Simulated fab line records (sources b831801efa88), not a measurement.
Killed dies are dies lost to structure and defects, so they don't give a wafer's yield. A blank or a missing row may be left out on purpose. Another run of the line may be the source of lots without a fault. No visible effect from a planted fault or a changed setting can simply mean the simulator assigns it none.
Matching of chambers ; flow gf180mcu ; cmp-01 running GF_V5_CMP_26: 4 sister chambers
The step polishes, stops on SiO2, t overpolish 15 s, target thk 0 nm. 8 wafers are shown with their chamber, then 7 later ones without.

== WAFERS WITH THEIR CHAMBER ==
wafer;chamber;motor-current-A (A);time-to-endpoint-s (s)
L359.4;0;10.6;85
L359.6;3;9.9;83
L360.1;0;11.8;83
L363.5;2;11.2;95
L364.1;3;9.3;83
L364.4;1;9.8;85
L364.6;1;9.8;86
L366.2;2;10.8;91

== WAFERS MISSING THEIR CHAMBER ==
wafer;motor-current-A (A);time-to-endpoint-s (s)
L366.5;10.2;80
L377.1;10.6;87
L377.2;9.1;79
L377.4;9.7;79
L380.2;11.1;85
L380.4;9.7;78
L380.5;11.2;87

== THE CHAMBER EACH PASSED THROUGH ==
wafer;from the rows above;in truth
L366.5;can't be placed: 3 or 0 or 1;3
L377.1;can't be placed: 1 or 0 or 3 or 2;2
L377.2;can't be placed: 3 or 1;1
L377.4;can't be placed: 3 or 1 or 0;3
L380.2;can't be placed: 0 or 1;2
L380.4;can't be placed: 3 or 1 or 0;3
L380.5;can't be placed: 0 or 1 or 2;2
Placed correctly: 0 of 7. From these rows, 7 cannot be placed; in 6 the true chamber is one of the candidates. Number placed wrongly: 0.
How it was worked out, from the rows above alone: a wafer's distance from a chamber is the root of the sum, over the readings, of the square of ((its reading less the chamber's mean) divided by the reading's scatter). The wafer belongs to the nearest chamber; if the next one is less than 2 further off, it can't be placed. Each chamber's mean is taken over the wafers shown for it. How the scatter is found: for the shown wafers, subtract from each reading the mean of its chamber, square and add these, divide the total by (wafers less chambers), then take the root.
